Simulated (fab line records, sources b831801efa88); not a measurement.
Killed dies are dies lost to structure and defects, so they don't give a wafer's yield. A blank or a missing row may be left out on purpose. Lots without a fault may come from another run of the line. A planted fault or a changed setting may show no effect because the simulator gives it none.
fab line records | flow sky130
record lots=6 wafers=17 last_day=50
route steps=708 shown SD_N@350 SD_P@359 RES_XHIGH@360 SALICIDE@361 LI_CONTACT@362 PAD_OPEN@708
lots that met no fault: from a run of the same line without faults
start_h: hours from the record's first day to the start of the lot's first wafer shown | wait_h: hours since the lot's step before | " the same as in the row above | L1.1+2: a row that stands for several wafers | - no value, or no start given | * or withheld: withheld | < > ~ a bound
route shown NAME@n: a module of which the file shows steps, and the number in the route of the first | usual: mean/standard deviation of fault-free wafers | same: alike in all rows | chamber/n: place in a boat | sites: the reading at each site | _std_site: their standard deviation | _edge_site: outer sites' mean less inner sites' | radius_mm: how far each site lies from the wafer's centre | mask NAME#n: copy n | behind: the tool/chamber that last shaped the wafer | hold: why the lot was held/for how many hours/how that ended | device: the transistor (n, p or np) that didn't switch | end of line: the same wafers' tests at the end of the route | a step without rows: its recipe alone | killed: dies lost to structure and defects at the first sort, not the wafer's yield | map: a wafer's dies, x killed, . not, _ none there
set.NAME: the setting as run; set.NAME@STEP: as run at that earlier step | model.NAME: the simulator's own value behind a step, which no gauge read
lots at some steps of the route; a table a step, a row a wafer
services: from which hour (start_h, from the record's first day; less than 0 if before it) a tool's chamber was out of use, for how many hours, and why
## steps
# step SKY_SD_N_OVL_MEAS_08
# usual SD_N_OVL=0.5/1.3
# columns lot.wafer tool chamber start_h wait_h SD_N_OVL[nm]
L918.1 overlay-01 - 660.38 0.1 -0.5
L918.2 " - " " 0.6
L918.5 " - " " 0.9
L922.2 overlay-01 - 699.14 0.1 0.6
L922.5 " - " " 2.0
L922.6 " - " " 0.7
L927.2 overlay-01 - 736.54 0.1 -0.3
L927.4 " - " " 1.0
L927.6 " - " " -1.1
L928.3 overlay-01 - 745.20 0.1 -2.4
L928.4 " - " " -1.4
L937.1 overlay-02 - 812.19 0.1 -0.1
L937.2 " - " " 1.7
L937.6 " - " " -0.5
L938.1 overlay-01 - 814.99 0.1 0.3
L938.3 " - " " 1.6
L938.5 " - " " -0.3
# step SKY_SD_N_IMPLANT_09
# recipe species=As energy_kev=50 dose_cm2=4e+15 tilt_deg=0
# step SKY_SD_N_IMPLANT_10
# recipe species=P energy_kev=20 dose_cm2=1e+14 tilt_deg=0
# step SKY_SD_N_STRIP_11
# recipe chemistry=O2/N2 power_w=1400 pressure_mtorr=1500 platen_temp_c=withheld o2_flow_sccm=3000 n2_flow_sccm=300 overash_fraction=0.5
# usual chamber_pressure_mTorr=1499.9/1.4 drypump_motor_current_A=5.7/0.47 oes_product_au=0.528/0.0049 strip_time_to_endpoint_s=22.55/0.054
# columns lot.wafer tool chamber start_h wait_h chamber_pressure_mTorr drypump_motor_current_A oes_product_au rf_hours_counter_h strip_time_to_endpoint_s
L918.1 plasma_asher-01 0 660.72 0.1 1498.5 6.5 0.522 54 22.49
L918.2 " 1 " " 1500.4 5.4 0.526 54 22.54
L918.5 " 1 " " 1500.4 5.4 0.519 - 22.53
L922.2 plasma_asher-02 1 699.47 0.1 1495.4 5.5 0.532 25 22.53
L922.5 " 0 " " 1498.9 5.5 0.526 - 22.54
L922.6 " 1 " " 1498.8 5.4 0.526 - 22.52
L927.2 plasma_asher-02 1 736.87 0.1 1499.1 5.4 0.537 30 22.56
L927.4 " 0 " " 1498.9 5.5 0.529 - 22.54
L927.6 " 1 " " 1499.1 5.4 0.525 - 22.54
L928.3 plasma_asher-03 1 745.56 0.1 1497.1 5.4 0.531 - 22.51
L928.4 " 0 " " 1500.5 6.4 0.526 - 22.53
L937.1 plasma_asher-02 0 812.52 0.1 1501.0 5.5 0.528 38 22.55
L937.2 " 1 " " 1502.3 5.4 0.534 38 22.54
L937.6 " 1 " " 1501.2 5.4 0.522 - 22.52
L938.1 plasma_asher-03 1 815.32 0.1 1499.0 5.3 0.533 99 22.54
L938.3 " 1 " " 1500.1 5.3 0.531 - 22.48
L938.5 " 0 " " 1497.4 6.4 0.529 - 22.50
# step SKY_SD_N_TW_MEAS_12
# usual SD_N_TW=3971/18
# columns lot.wafer tool chamber start_h wait_h SD_N_TW
L918.1 film_metro-04 - 660.82 0.1 3937
L918.2 " - " " 3963
L918.5 " - " " 3938
L922.2 film_metro-02 - 699.58 0.1 3988
L922.5 " - " " 4004
L922.6 " - " " 4009
L927.2 film_metro-02 - 736.98 0.1 3960
L927.4 " - " " 3961
L927.6 " - " " 3970
L928.3 film_metro-03 - 745.64 0.1 3986
L928.4 " - " " 3989
L937.1 film_metro-03 - 812.62 0.1 3956
L937.2 " - " " 3952
L937.6 " - " " 3963
L938.1 film_metro-02 - 815.42 0.1 3968
L938.3 " - " " 3996
L938.5 " - " " 3988
# step SKY_SD_N_CLEAN_13
# recipe chemistry=SC1/SC2 mix=1:4:20 temp_c=70 time_s=150 dry=n2_spin
# step SKY_SD_N_RTA_14
# recipe temp_c=1075 time_s=2 idle_temp_c=650 ramp_up_c_per_s=150 ramp_down_c_per_s=90 ambient=N2
# usual anneal_temp_c_max=1080.9/1.2 chamber_o2_ppm=2.001/0.02 lamp_power_pct=15.74/0.056 wafer_temp_C_max=1077.9/1.3
# columns lot.wafer tool chamber start_h wait_h anneal_temp_c_max chamber_o2_ppm lamp_power_pct wafer_temp_C_max
L918.1 rtp_anneal-01 0 660.93 0.0 1078.8 1.973 15.67 1077.5
L918.2 " 0 " " 1082.3 2.011 15.73 1077.7
L918.5 " 0 " " 1079.2 1.997 15.72 1076.2
L922.2 rtp_anneal-01 0 699.69 0.0 1080.4 2.015 15.63 1079.1
L922.5 " 0 " " 1081.4 2.012 15.67 1078.0
L922.6 " 0 " " 1080.4 1.994 15.57 1076.9
L927.2 rtp_anneal-02 0 737.10 0.0 1079.9 2.020 15.77 1078.1
L927.4 " 0 " " 1080.0 1.978 15.87 1079.9
L927.6 " 0 " " 1080.8 1.983 15.71 1076.2
L928.3 rtp_anneal-01 0 745.76 0.0 1083.2 1.992 15.76 1079.9
L928.4 " 0 " " 1081.8 1.984 15.76 1076.3
L937.1 rtp_anneal-02 0 812.74 0.0 1078.3 2.045 15.68 1076.8
L937.2 " 0 " " 1080.9 2.000 15.78 1079.9
L937.6 " 0 " " 1079.1 1.991 15.75 1078.0
L938.1 rtp_anneal-01 0 815.54 0.0 1082.9 2.007 15.72 1079.3
L938.3 " 0 " " 1080.4 1.975 15.79 1079.7
L938.5 " 0 " " 1082.0 2.007 15.73 1077.9
# step SKY_SD_N_RS_MEAS_16
# recipe thk_meas_gauge=four-point-probe
# usual SD_N_RS=68.55/0.12
# columns lot.wafer tool chamber start_h wait_h SD_N_RS[ohm/sq]
L918.1 film_metro-02 - 661.10 0.1 68.62
L918.2 " - " " 68.71
L918.5 " - " " 68.62
L922.2 film_metro-04 - 699.87 0.1 68.44
L922.5 " - " " 68.74
L922.6 " - " " 68.61
L927.2 film_metro-04 - 737.28 0.1 68.47
L927.4 " - " " 68.43
L927.6 " - " " 68.48
L928.3 film_metro-02 - 745.96 0.1 68.30
L928.4 " - " " 68.50
L937.1 film_metro-03 - 812.91 0.1 68.67
L937.2 " - " " 68.40
L937.6 " - " " 68.33
L938.1 film_metro-03 - 815.71 0.1 68.58
L938.3 " - " " 68.59
L938.5 " - " " 68.48
# step SKY_SD_N_RS_MEAS_17
# recipe thk_meas_gauge=four-point-probe
# usual SD_P_RS=147.0/0.41
# columns lot.wafer tool chamber start_h wait_h SD_P_RS[ohm/sq]
L918.1 film_metro-02 - 661.22 0.1 147.3
L918.2 " - " " 147.6
L918.5 " - " " 147.0
L922.2 film_metro-04 - 699.99 0.1 146.5
L922.5 " - " " 147.0
L922.6 " - " " 146.9
L927.2 film_metro-04 - 737.40 0.1 147.2
L927.4 " - " " 146.8
L927.6 " - " " 147.2
L928.3 film_metro-02 - 746.08 0.1 146.7
L928.4 " - " " 147.1
L937.1 film_metro-03 - 813.03 0.1 147.0
L937.2 " - " " 146.8
L937.6 " - " " 146.9
L938.1 film_metro-03 - 815.83 0.1 146.9
L938.3 " - " " 146.4
L938.5 " - " " 146.8
# step SKY_SD_N_RS_MEAS_18
# recipe thk_meas_gauge=four-point-probe
# usual RES_XHIGH_RS=333.4/1.1
# columns lot.wafer tool chamber start_h wait_h RES_XHIGH_RS[ohm/sq]
L918.1 film_metro-02 - 661.34 0.1 333.4
L918.2 " - " " 332.3
L918.5 " - " " 333.5
L922.2 film_metro-04 - 700.11 0.1 333.2
L922.5 " - " " 333.3
L922.6 " - " " 333.4
L927.2 film_metro-04 - 737.52 0.1 329.8
L927.4 " - " " 330.3
L927.6 " - " " 330.0
L928.3 film_metro-02 - 746.20 0.1 333.1
L928.4 " - " " 333.1
L937.1 film_metro-03 - 813.15 0.1 333.8
L937.2 " - " " 332.9
L937.6 " - " " 332.5
L938.1 film_metro-03 - 815.95 0.1 333.3
L938.3 " - " " 334.5
L938.5 " - " " 333.4
# step SKY_SALICIDE_CLEAN_00
# recipe chemistry=HF-last time_s=30 dilution=100:1 dry=ipa_marangoni
# step SKY_LI_CONTACT_HDPCVD_00
# recipe material=PSG target_thk_nm=930 sigma_open_frac=0.3 time_s=155 temp_c=600 sih4_flow_sccm=60 pressure_mtorr=6
# usual run_length_s=183.1/0.43
# columns lot.wafer tool chamber start_h wait_h run_length_s model.PSG_of_LI_CONTACT_HDPCVD_00.thk_nm
L918.1 hdpcvd-02 2 661.48 0.0 182.9 936.5
L918.2 " 0 " " 182.2 927.9
L918.5 " 2 " " 183.1 937.3
L922.2 hdpcvd-01 1 700.23 0.0 184.2 915.7
L922.5 " 2 " " 183.1 912.8
L922.6 " 1 " " 184.1 914.5
L927.2 hdpcvd-01 0 737.64 0.0 183.1 929.1
L927.4 " 2 " " 227.0 1164
L927.6 " 0 " " 183.0 917.5
L928.3 hdpcvd-01 2 746.29 0.0 183.5 928.2
L928.4 " 1 " " 228.1 1221
L937.1 hdpcvd-02 0 813.29 0.0 182.5 915.1
L937.2 " 1 " " 183.0 935.6
L937.6 " 2 " " 183.0 942.5
L938.1 hdpcvd-02 1 816.09 0.0 183.2 930.5
L938.3 " 0 " " 182.9 907.9
L938.5 " 0 " " 182.5 921.8
# step SKY_LI_CONTACT_THK_MEAS_01
# recipe reads=PSG_of_LI_CONTACT_HDPCVD_00
# usual LI_CONTACT_HDPCVD_THK=930/14
# columns lot.wafer tool chamber start_h wait_h LI_CONTACT_HDPCVD_THK[nm]
L918.1 film_metro-03 - 661.58 0.1 936
L918.2 " - " " 926
L918.5 " - " " 936
L922.2 film_metro-03 - 700.34 0.1 916
L922.5 " - " " 913
L922.6 " - " " 915
L927.2 film_metro-03 - 737.75 0.1 929
L927.4 " - " " 1163
L927.6 " - " " 918
L928.3 film_metro-03 - 746.42 0.1 928
L928.4 " - " " 1222
L937.1 film_metro-04 - 813.39 0.1 916
L937.2 " - " " 935
L937.6 " - " " 943
L938.1 film_metro-03 - 816.19 0.1 930
L938.3 " - " " 908
L938.5 " - " " 922
# step SKY_LI_CONTACT_CMP_02
# recipe material=PSG down_force_psi=4 platen_rpm=60 pad_velocity_m_s=0.94248
# usual motor_current_A=11.6/0.93 time_to_endpoint_s=34/3.7
# columns lot.wafer tool chamber start_h wait_h motor_current_A time_to_endpoint_s
L918.1 cmp-02 2 661.64 0.1 12.5 35
L918.2 " 3 " " 11.4 39
L918.5 " 2 " " 12.3 37
L922.2 cmp-01 1 700.54 0.2 10.5 32
L922.5 " 2 " " 10.4 33
L922.6 " 3 " " 12.7 30
L927.4 cmp-02 2 737.80 0.0 11.7 57
L927.2 " 0 " " 11.0 30
L927.6 " 2 " " 12.5 32
L928.3 cmp-01 0 746.46 0.0 12.3 30
L928.4 " 1 " " 9.6 63
L937.1 cmp-02 3 813.50 0.1 11.3 40
L937.2 " 0 " " 10.5 33
L937.6 " 3 " " 11.1 41
L938.1 cmp-01 0 816.25 0.1 12.6 32
L938.3 " 3 " " 12.0 32
L938.5 " 0 " " 13.2 33
# step SKY_LI_CONTACT_BOW_MEAS_03
# recipe mode=bow
# usual LI_CONTACT_BOW=55/6.3
# columns lot.wafer tool chamber start_h wait_h LI_CONTACT_BOW[um]
L918.1 film_metro-02 - 661.94 0.2 54
L918.2 " - " " 51
L918.5 " - " " 48
L922.2 film_metro-04 - 700.71 0.1 49
L922.5 " - " " 54
L922.6 " - " " 56
L927.2 film_metro-03 - 738.12 0.2 51
L927.4 " - " " 57
L927.6 " - " " 58
L928.3 film_metro-04 - 746.80 0.3 60
L928.4 " - " " 52
L937.1 film_metro-03 - 813.75 0.2 47
L937.2 " - " " 62
L937.6 " - " " 54
L938.1 film_metro-02 - 816.55 0.2 45
L938.3 " - " " 56
L938.5 " - " " 40
# step SKY_PAD_OPEN_PROBE_99
# usual killed_at_M0_to_M3=42/6.1 killed_at_M4_up=3.4/2 killed_at_contacts=23/4.8 killed_at_front_end=15/3.8 killed_at_other=0.3/0.48 killed_dies=84/8.5 killed_open=46/6.8 killed_short=38/6.2
# same gross_dies=492 killed_at_back_side=0
# columns lot.wafer tool chamber start_h wait_h killed_at_M0_to_M3 killed_at_M4_up killed_at_contacts killed_at_front_end killed_at_other killed_dies killed_open killed_short
L918.1 prober-01 - 1088.14 0.1 58 1 26 18 0 103 58 45
L918.2 prober-01 - 1088.19 0.1 41 7 22 22 1 93 59 33
L918.5 prober-01 - 1088.34 0.2 42 2 28 15 0 87 53 34
L922.2 prober-01 - 1116.99 0.1 41 4 28 13 0 86 43 43
L922.5 prober-01 - 1117.14 0.2 32 3 24 13 0 72 39 32
L922.6 prober-01 - 1117.19 0.2 37 6 24 13 0 80 34 46
L927.2 prober-02 - 1144.93 0.1 38 2 19 9 0 68 34 34
L927.4 prober-02 - 1145.03 0.2 48 3 18 17 1 87 38 47
L927.6 prober-02 - 1145.13 0.2 42 0 18 21 0 81 41 40
L937.1 prober-01 - 1192.17 0.1 39 4 16 11 0 70 40 30
L937.2 prober-01 - 1192.22 0.1 41 1 25 16 0 83 35 48
L937.6 prober-01 - 1192.42 0.2 47 4 25 20 1 97 53 43
# killed by level:class
L918.1 VIA1:geometric_particle:open=17 CONTACT:geometric_particle:open=10 POLY_GATE:geometric_particle:short=6 LI_CONTACT:geometric_particle:open=6 METAL1:geometric_particle:short=6 METAL3:geometric_particle:short=6 VIA2:geometric_particle:open=5 FIELD_ISO:geometric_particle:open=4
L918.2 VIA1:geometric_particle:open=13 CONTACT:geometric_particle:open=10 POLY_GATE:geometric_particle:open=7 VIA2:geometric_particle:open=6 VIA2:geometric_particle:short=5 VIA3:geometric_particle:open=5 CONTACT:geometric_particle:short=4 LI_CONTACT:geometric_particle:open=4
L918.5 VIA1:geometric_particle:open=13 CONTACT:geometric_particle:open=9 LOCAL_INTERCONNECT:geometric_particle:short=7 VIA2:geometric_particle:open=7 VIA1:geometric_particle:short=6 CONTACT:geometric_particle:short=5 VIA3:geometric_particle:open=5 FIELD_ISO:geometric_particle:open=4
L922.2 CONTACT:geometric_particle:open=11 METAL2:geometric_particle:short=7 VIA3:geometric_particle:open=7 LI_CONTACT:geometric_particle:open=6 CONTACT:geometric_particle:short=6 METAL1:geometric_particle:short=6 METAL3:geometric_particle:short=6 VIA1:geometric_particle:open=5
L922.5 VIA1:geometric_particle:open=11 LI_CONTACT:geometric_particle:open=7 CONTACT:geometric_particle:short=6 CONTACT:geometric_particle:open=5 FIELD_ISO:geometric_particle:short=4 POLY_GATE:geometric_particle:open=4 VIA1:geometric_particle:short=4 VIA3:geometric_particle:open=4
L922.6 VIA1:geometric_particle:open=9 CONTACT:geometric_particle:open=8 METAL2:geometric_particle:short=8 CONTACT:geometric_particle:short=6 METAL4:geometric_particle:short=6 POLY_GATE:geometric_particle:short=5 LI_CONTACT:geometric_particle:short=4 VIA2:geometric_particle:open=4
L927.2 METAL1:geometric_particle:short=9 CONTACT:geometric_particle:open=8 LI_CONTACT:geometric_particle:open=5 VIA1:geometric_particle:open=5 VIA1:geometric_particle:short=5 METAL2:geometric_particle:short=4 CONTACT:geometric_particle:short=3 METAL1:geometric_particle:open=3
L927.4 METAL2:geometric_particle:short=12 VIA1:geometric_particle:open=9 VIA2:geometric_particle:open=8 POLY_GATE:geometric_particle:open=6 LI_CONTACT:geometric_particle:open=6 METAL1:geometric_particle:short=6 LOCAL_INTERCONNECT:geometric_particle:short=5 CONTACT:geometric_particle:short=5
L927.6 FIELD_ISO:geometric_particle:short=9 VIA1:geometric_particle:open=9 VIA3:geometric_particle:open=8 LI_CONTACT:geometric_particle:open=7 METAL2:geometric_particle:short=7 FIELD_ISO:geometric_particle:open=5 POLY_GATE:geometric_particle:short=5 CONTACT:geometric_particle:open=5
L937.1 VIA1:geometric_particle:open=12 CONTACT:geometric_particle:open=7 VIA2:geometric_particle:short=6 FIELD_ISO:geometric_particle:open=5 METAL2:geometric_particle:short=4 METAL1:geometric_particle:short=4 FIELD_ISO:geometric_particle:short=3 LI_CONTACT:geometric_particle:open=3
L937.2 VIA1:geometric_particle:short=8 LI_CONTACT:geometric_particle:open=7 CONTACT:geometric_particle:open=7 METAL2:geometric_particle:short=7 LOCAL_INTERCONNECT:geometric_particle:short=6 FIELD_ISO:geometric_particle:short=5 METAL1:geometric_particle:short=5 VIA2:geometric_particle:open=5
L937.6 VIA1:geometric_particle:open=15 VIA2:geometric_particle:open=10 CONTACT:geometric_particle:open=7 FIELD_ISO:geometric_particle:open=6 CONTACT:geometric_particle:short=6 LOCAL_INTERCONNECT:geometric_particle:short=6 POLY_GATE:geometric_particle:short=5 LI_CONTACT:geometric_particle:short=4
## services
# columns tool chamber start_h hours kind
cmp-02 - 637.11 0.3 repair
hdpcvd-01 0 643.98 3.6 repair
hdpcvd-01 - 650.75 15.0 pm
hdpcvd-01 0 650.75 15.0 vent_cycle
hdpcvd-01 1 650.75 15.0 vent_cycle
hdpcvd-01 2 650.75 15.0 vent_cycle
cmp-01 - 652.94 2.8 repair
hdpcvd-01 0 665.75 - clean
hdpcvd-02 - 665.97 0.4 repair
cmp-02 - 671.85 1.3 repair
cmp-01 - 689.83 3.4 pm
cmp-01 - 714.32 6.7 pm
plasma_asher-01 - 719.23 14.6 pm
cmp-01 - 721.88 2.1 repair
plasma_asher-01 - 733.80 2.8 pm
cmp-02 - 744.00 4.0 pm
cmp-02 - 748.00 - consumable_replace:conditioner
cmp-02 - 748.00 - consumable_replace:pad
cmp-01 - 754.79 1.3 repair
plasma_asher-03 - 768.12 8.2 repair
plasma_asher-03 - 783.98 2.8 pm
cmp-02 - 790.68 0.4 repair
cmp-01 - 802.97 4.3 repair
cmp-02 - 815.23 2.9 pm
## key
first_sign step=SKY_LI_CONTACT_HDPCVD_00 reading=run_length_s direction=up sigmas=99+ usual=* struck=*
effect step=SKY_LI_CONTACT_THK_MEAS_01 reading=LI_CONTACT_HDPCVD_THK direction=up sigmas=19 usual=930 struck=1192
effect step=SKY_LI_CONTACT_CMP_02 reading=time_to_endpoint_s direction=up sigmas=7 usual=* struck=*
model_effect step=SKY_LI_CONTACT_HDPCVD_00 value=PSG_of_LI_CONTACT_HDPCVD_00.thk_nm without=928.1 struck=1193
met_at SKY_LI_CONTACT_HDPCVD_00
struck_wafers L927.4,L928.4
tester_left_out L927,L928
onset_between 700.23 737.64
fault kind=process_parameter_drift tool=hdpcvd-01 chamber=- onset_h=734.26 steps=SKY_LI_CONTACT_HDPCVD_00 channel=time_s offset=* shape=step end_h=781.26 scope=struck_wafers_only acts_in=* stated=*
# tester_left_out: of these lots the tester's yield and bins aren't shown, on N5 and GAA mostly nor the transistor test; their killed dies are dies lost to structure and defects alone, not to doping, threshold or leakage, so they don't give the yield
